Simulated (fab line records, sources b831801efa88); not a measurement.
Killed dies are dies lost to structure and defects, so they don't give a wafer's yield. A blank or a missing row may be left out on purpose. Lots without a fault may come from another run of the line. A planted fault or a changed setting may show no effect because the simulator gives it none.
Chamber matching | flow sky130 | SKY_VIA4_CMP_02 on cmp-01: 4 sister chambers
The step polishes SiO2. 4 wafers are shown with their chamber, then 7 later ones without.

WAFERS WITH THEIR CHAMBER
wafer  | chamber | motor_current_A (A)
L779.5 | 2       | 10.2
L780.4 | 3       | 10.4
L783.3 | 1       | 11.0
L783.4 | 0       | 12.4

WAFERS WITHOUT THEIR CHAMBER
wafer  | motor_current_A (A)
L783.6 | 11.4
L786.1 | 11.0
L786.2 | 10.9
L786.6 | 11.3
L793.1 | 10.5
L793.4 | 12.9
L793.6 | 10.6

WHICH CHAMBER EACH WENT THROUGH
wafer  | from the rows above          | in truth
L783.6 | 1                            | 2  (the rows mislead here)
L786.1 | 1                            | 1
L786.2 | can't be placed: 1 or 3      | 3
L786.6 | 1                            | 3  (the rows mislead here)
L793.1 | can't be placed: 3 or 2 or 1 | 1
L793.4 | 0                            | 0
L793.6 | can't be placed: 3 or 1 or 2 | 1
Placed correctly: 2 of 7. Can't be placed from these rows: 3 (the true chamber is among the candidates in 3). Placed wrongly: 2.
How it was worked out, from the rows above alone: a wafer's distance from a chamber is the root of the sum, over the readings, of the square of ((its reading less the chamber's mean) divided by the reading's scatter). The wafer belongs to the nearest chamber; if the next one is less than 2 further off, it can't be placed. A chamber's mean is the mean of its shown wafers. The scatter: with one shown wafer a chamber, the root of the mean of the squares of how far each hidden wafer lies from its nearest shown one.
